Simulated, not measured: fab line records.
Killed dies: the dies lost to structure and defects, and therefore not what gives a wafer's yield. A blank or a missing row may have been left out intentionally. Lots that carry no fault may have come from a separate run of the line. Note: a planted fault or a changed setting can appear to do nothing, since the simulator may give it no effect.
The same fault as seen by 2 desks :: flow gf180mcu :: what lay behind the numbers comes last; until then each desk has only its own

== FROM THE METROLOGY DESK ==
Lot by lot, what the gauges showed, no matter which tool ran the lot: averages of those sampled wafers that carry a number. Any lot whose mean is over 4 standard deviations away from the usual mean is out of limits and marked OUT; that distance is given in the brackets.
Columns: A = NSD_TW at GF_NSD_TW_MEAS_12, usual 4293; B = NSD_RS at GF_PSD_RS_MEAS_14, usual 46.06 ohm/sq; C = TOP_METAL_OVL at GF_TOP_METAL_OVL_MEAS_15, usual -0.6 nm
lot: L113
first seen here: day 13 20:37
A: 4297
B: 46.01
C: -1.8

lot: L114
first seen here: day 14 04:31
A: 4335
B: 46.12
C: -1.1

lot: L115
first seen here: day 14 09:10
A: 3934 (-14) OUT
B: 95.08 (+99 or more) OUT
C: -0.9

lot: L116
first seen here: day 14 14:17
A: 3901 (-16) OUT
B: 95.04 (+99 or more) OUT
C: -0.4

lot: L117
first seen here: day 14 22:01
A: 4287
B: 45.99
C: 0.6

lot: L125
first seen here: day 17 18:49
A: 4302
B: 46.13
C: 0.5

lot: L127
first seen here: day 18 10:28
A: 4297
B: 46.17
C: -0.6

lot: L133
first seen here: day 20 14:07
A: 4257
B: 46.06
C: -1.3

lot: L134
first seen here: day 20 19:33
A: 4284
B: 46.11
C: 0.9

lot: L135
first seen here: day 21 03:57
A: 4311
B: 46.03
C: -0.9
This desk's result: L115, L116 out of limits, first on L115 (NSD_TW at GF_NSD_TW_MEAS_12), day 14 09:10. L113, L114, L117, L125, L127, L133, L134, L135 stayed within limits.

== DESK OF THE TOOL OWNER: implanter-02 ==
GF_NSD_IMPLANT_09, tool's own readings: per-lot mean of the sampled wafers with a number, covering each lot this tool ran. Any lot whose mean is over 4 standard deviations away from the usual mean is out of limits and marked OUT; that distance is given in the brackets.
Columns: A = beamOnS at GF_NSD_IMPLANT_09, usual 17.1 s; B = doseIonsCm2 at GF_NSD_IMPLANT_09, usual 3.999e+15; C = endStationPressureTorr at GF_NSD_IMPLANT_09, usual 1.41e-05 Torr; D = faradayCurrentUA at GF_NSD_IMPLANT_09, usual 12883
lot: L113
first seen here: day 13 20:13
A: 17.3
B: 3.999e+15
C: 1.39e-05
D: 12688

lot: L114
first seen here: day 14 04:07
A: 16.9
B: 3.998e+15
C: 1.34e-05
D: 12929

lot: L115
first seen here: day 14 08:46
A: 10.0 (-4.8) OUT
B: 3.987e+14 (-99 or more) OUT
C: 6.80e-06 (-5.6) OUT
D: 2233 (-11) OUT

lot: L116
first seen here: day 14 13:55
A: 9.9 (-4.8) OUT
B: 4.017e+14 (-99 or more) OUT
C: 6.60e-06 (-5.8) OUT
D: 2250 (-11) OUT

lot: L135
first seen here: day 21 03:33
A: 17.1
B: 3.997e+15
C: 1.35e-05
D: 12749
Finding of this desk: L115, L116 out of limits; the first was L115 at day 14 08:46, on beamOnS at GF_NSD_IMPLANT_09. L113, L114, L135 stayed within limits.

== PUT TOGETHER ==
The tool owner's desk could have raised an alarm at day 14 08:46, on L115, L116.
L115, L116 would have let the metrology desk raise an alarm at day 14 09:10.
GF_NSD_IMPLANT_09 was run on implanter-02 by each of the lots named.

== WHAT THE SIMULATOR HAD PUT IN ==
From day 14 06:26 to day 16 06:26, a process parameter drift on implanter-02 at GF_NSD_IMPLANT_09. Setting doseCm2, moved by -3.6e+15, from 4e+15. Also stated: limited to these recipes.
Lots struck among those shown: L115, L116.
Time in hours from fault onset to the first out-of-limits reading at each desk: tool owner's desk 2, metrology desk 3.
